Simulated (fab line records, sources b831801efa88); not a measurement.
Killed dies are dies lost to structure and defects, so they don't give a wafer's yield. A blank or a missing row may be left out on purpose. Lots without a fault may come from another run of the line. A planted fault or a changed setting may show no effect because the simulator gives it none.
One fault seen from 2 desks | flow sky130 | each desk has only its own numbers; what lay behind them comes last

THE TOOL OWNER'S DESK: litho_track-03
The tool's own readings at SKY_VT_ADJUST_PCH_DEVELOP_06 (develop time 60 s): means of the sampled wafers that have a number, for each lot that ran on this tool. A lot is out of limits, marked OUT, if its mean lies more than 4 standard deviations from the usual mean; the brackets give that distance.
Columns: A = developer_temp_C at SKY_VT_ADJUST_PCH_DEVELOP_06, usual 22.99 C
lot  | first seen here | A
L696 | day 10 20:00    | 23.16
L701 | day 12 08:00    | 23.03
L706 | day 14 02:00    | 23.07
L719 | day 18 05:00    | 23.03
This desk's finding: nothing out of limits on any of the 4 lots.

THE METROLOGY DESK
What the gauges read, lot by lot, whatever tool the lot ran on: means of the sampled wafers that have a number. A lot is out of limits, marked OUT, if its mean lies more than 4 standard deviations from the usual mean; the brackets give that distance.
Columns: A = SD_N_TW at SKY_SD_N_TW_MEAS_12, usual 3977; B = RES_XHIGH_RS at SKY_SD_N_RS_MEAS_18, usual 333.6 ohm/sq
lot  | first seen here | A    | B
L696 | day 29 01:40    | 3993 | 333.4
L698 | day 29 13:08    | 3978 | 333.5
L697 | day 29 14:24    | 3995 | 334.2
L699 | day 30 00:55    | 3987 | 333.5
L700 | day 30 11:37    | 3962 | 332.0
L701 | day 30 17:05    | 3944 | 334.9
L702 | day 31 04:12    | 3963 | 333.3
L706 | day 32 23:25    | 3960 | 333.9
L715 | day 35 18:51    | 3934 | 333.2
L716 | day 35 20:14    | 3993 | 333.3
L717 | day 36 02:50    | 3975 | 332.0
L718 | day 36 04:14    | 3946 | 331.2
L719 | day 36 11:58    | 4011 | 335.0
This desk's finding: nothing out of limits on any of the 13 lots.

PUT TOGETHER
The tool owner's desk saw nothing out of limits.
The metrology desk saw nothing out of limits.

WHAT THE SIMULATOR HAD PUT IN
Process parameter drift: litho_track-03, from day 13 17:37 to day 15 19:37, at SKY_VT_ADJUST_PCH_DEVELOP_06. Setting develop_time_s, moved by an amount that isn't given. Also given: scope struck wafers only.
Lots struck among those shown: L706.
